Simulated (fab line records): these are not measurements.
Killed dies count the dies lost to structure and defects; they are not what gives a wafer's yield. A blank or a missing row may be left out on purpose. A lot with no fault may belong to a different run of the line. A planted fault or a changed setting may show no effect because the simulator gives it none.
Comparing a struck lot with a sound one ; flow sky130 ; 17 out of 708 route steps
Sound: the wafers L345.1, L345.5, L345.6. Struck: wafer L352.5 (left out: L352.3, L352.4 of the same lot, which were not struck); the cause appears at the end.
At each step with rows: each side's tool, then ch and its chambers, then its first start. Under that, the readings that differ: sound wafers ; struck wafers ; difference of the means ; sigmas: that difference in standard deviations of wafers without a fault.
alike: readings whose means differ by less than 2 such deviations, and words and numbers that are the same on both sides. not compared: withheld readings, readings that some wafer has no value for, bounds like >300 that may hide the same value, and numbers for which the record gives no deviation and whose values overlap.
A row with sigmas, a row that says differs or no value, or rows on one side alone: a step with any of these is where the two part. Non-overlapping numbers with no deviation appear without sigmas and do not part them. A reading missing from all wafers of one side parts the sides only when that side holds two or more wafers.

SKY_CONTACT_CMP_04: polishes SiO2.
  sound on cmp-02 ch 1,2, day 32 17:41; struck on cmp-01 ch 0, day 35 15:36
reading;sound;struck;difference;sigmas
time_to_endpoint_s (s);74 77 76;85;+9;+2
  alike: motor_current_A, slurry_filter_dp_kPa
SKY_CONTACT_BOW_MEAS_05:
  sound: film_metro-03 at day 32 17:56; struck: film_metro-04 at day 35 15:56
  alike: CONTACT_BOW
then, 8 steps without rows for these wafers: SKY_CONTACT_DEHYDRATE_06 (time 60 s); SKY_CONTACT_HMDS_07 (prime time 60 s); SKY_CONTACT_COAT_08 (resist thk 60 nm); SKY_CONTACT_COAT_09 (resist thk 450 nm); SKY_CONTACT_SOFTBAKE_10 (time 90 s); SKY_CONTACT_EXPOSE_11 (exposes mask CTM1, target cd 170 nm); SKY_CONTACT_PEB_12; SKY_CONTACT_DEVELOP_13 (develop time 60 s).
SKY_CONTACT_CD_MEAS_14: target cd 170 nm.
  sound: cd_sem-01 at day 33 20:00; struck: cd_sem-01 at day 36 17:34
  alike: cd_nm
SKY_CONTACT_OVL_MEAS_15:
  sound: overlay-02 at day 33 20:07; struck: overlay-02 at day 36 17:40
  alike: CONTACT_OVL
SKY_CONTACT_ETCH_16: etches BARC in N2/H2, stops on SiO2, time 45.9 s, target depth 60 nm.
  sound on rie_diel-04 ch 1,2, day 33 20:10; struck on rie_diel-03 ch 1, day 36 17:41
reading;sound;struck;difference;sigmas
oes_product_au (a.u.);0.857 0.849 0.856;0.931;+0.077;+17
run_length_s (s);74.2 73.5 74.1;69.5;-4.4;-10
model.KrF-thick_of_CONTACT_COAT_09.thk_nm (nm);390.5 390.6 390.3;394.5;+4.0;
  alike: drypump_motor_current_A, throttle_valve_pct
  not compared: rf_hours_counter_h
SKY_CONTACT_ETCH_17: etches SiO2 in C4F8/O2/Ar, stops on Si3N4, target depth 340 nm.
  sound on rie_diel-04 ch 1,2, day 33 20:12; struck on rie_diel-03 ch 1, day 36 17:44
  alike: oes_product_au
SKY_CONTACT_ETCH_18: etches Si3N4 in CHF3/O2, stops on TiN, time 39 s, target depth 75 nm.
  sound on rie_diel-04 ch 1,2; struck on rie_diel-03 ch 1
reading;sound;struck;difference;sigmas
model.KrF-thick_of_CONTACT_COAT_09.thk_nm (nm);239.1 238.4 238.5;244.5;+5.8;
  alike: drypump_motor_current_A, oes_product_au, run_length_s, throttle_valve_pct
  not compared: rf_hours_counter_h
SKY_CONTACT_STRIP_19: strips in O2/N2.
  sound on plasma_asher-02 ch 0,1, day 33 20:17; struck on plasma_asher-04 ch 1, day 36 17:51
reading;sound;struck;difference;sigmas
strip_time_to_endpoint_s (s);3.574 3.558 3.576;3.620;+0.051;+2
  alike: drypump_motor_current_A, oes_product_au
  not compared: rf_hours_counter_h
after that, 1 step had no rows for these wafers: SKY_PAD_OPEN_PROBE_99.

## WHERE THEY PART
Last at SKY_CONTACT_STRIP_19 as far as this record goes, first at SKY_CONTACT_CMP_04.

WHY: whatever the simulator had introduced
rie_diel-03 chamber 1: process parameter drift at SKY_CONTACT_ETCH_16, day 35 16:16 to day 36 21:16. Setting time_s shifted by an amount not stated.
